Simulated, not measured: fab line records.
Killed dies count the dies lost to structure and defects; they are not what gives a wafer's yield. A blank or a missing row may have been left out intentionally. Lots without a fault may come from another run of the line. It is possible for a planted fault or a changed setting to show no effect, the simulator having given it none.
Problem report in the 8D (eight disciplines) form, filled by code :: flow sky130 :: the parts of the form that need people (team, actions taken, sign-off) are left out

1. PROBLEM STATEMENT
Mean NWELL_2_TW at SKY_NWELL_TW_MEAS_26: 449 over 6 wafers in 2 lots; fault-free wafers: 494, standard deviation 3.6. Relative to the usual mean, that is a shift of -12 standard deviations.
Earliest sighting: wafer L938.2 on filmMetro-04 at day 8 07:41. Wafers with a number at this step in the record: 36, from 12 lots. By rule, "out" or "out of limits" means more than 4 standard deviations away from the usual mean. Any other wafer with a number is counted as sound.

2. WHAT IT IS, WHAT IT ISN'T
question: which readings at this step
is: NWELL_2_TW
is not: -

question: which lots
is: L938, L941
is not: L930, L931, L932, L935, L936, L940, L948, L949, L952, L953

question: which wafers of those lots
is: all that have a number
is not: -

question: read on which gauges
is: filmMetro-04
is not: filmMetro-01, filmMetro-02

question: when
is: from day 8 07:41
is not: up to then (15 sound wafers); but 15 sound wafers of L940, L948, L949, L952, L953 came after

3. SUSPECTS, AND WHAT RULES EACH OUT
Counting: a tool at any process step up to the reading remains a suspect when it ran all the lots that are out and ran no sound lot after the first of those.
- ruled out: the gauge at SKY_NWELL_TW_MEAS_26. All the wafers that are out were read on filmMetro-04, but those of them that SKY_NWELL_IMPLANT_24 has rows for are out there too, on other tools.
- implanter-04 at SKY_NWELL_IMPLANT_24: kept. Every lot that is out went through it, starting with L938 (day 8 07:28), and after that it ran no sound lot; the last sound lot it ran before then is L936 (day 7 10:04). Its own readings are out on those wafers: doseIonsCm2, faradayCurrentUA.
Left after counting: implanter-04 at SKY_NWELL_IMPLANT_24.

4. THE CAUSE (what the simulator had put in)
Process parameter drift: implanter-04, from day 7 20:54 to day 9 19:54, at SKY_NWELL_IMPLANT_24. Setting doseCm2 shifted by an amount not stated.
After counting, this tool was the only one left.

5. THE CHAIN OF EFFECTS, in route order
Each row: a reading where the mean over the struck wafers with a number is more than 3 standard deviations away from the usual. Only readings for which the record gives a usual standard deviation are gone through. hours: the time from each lot's start at the first step in this table that gives one to its start at this step, as a median over the lots. sigmas: the change in usual standard deviations.
hours: 0
step: SKY_NWELL_IMPLANT_24
reading: doseIonsCm2
usual: 9.2e+12
on struck wafers: 6.8e+12
change: -2.4e+12
sigmas: -99 or more

hours: 0
step: SKY_NWELL_IMPLANT_24
reading: faradayCurrentUA
usual: 51.9
on struck wafers: 38.0
change: -13.9
sigmas: -14

hours: 0
step: SKY_NWELL_TW_MEAS_26
reading: NWELL_2_TW
usual: 494
on struck wafers: 449
change: -45
sigmas: -12
Here are the process steps it includes:
- SKY_NWELL_IMPLANT_24
At these later measuring or inspecting steps, every struck wafer for which the step has a row has a number for every such reading, and none has moved that far: SKY_NWELL_RS_MEAS_31.

6. HOW IT WOULD HAVE BEEN CAUGHT EARLIER
Counted from the fault's start at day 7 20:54, it took 11 hours until the first out-of-limits reading at a measuring or inspecting step in this record, taken at day 8 07:41.
Tool's own readings at SKY_NWELL_IMPLANT_24, doseIonsCm2, faradayCurrentUA: out on all struck wafers the step has rows for; an alarm limit on them would have tripped on the first.
L941, from the lots that are out (2), started SKY_NWELL_IMPLANT_24 on implanter-04 later than day 8 07:41. Putting the tool on hold at that point would have spared it.
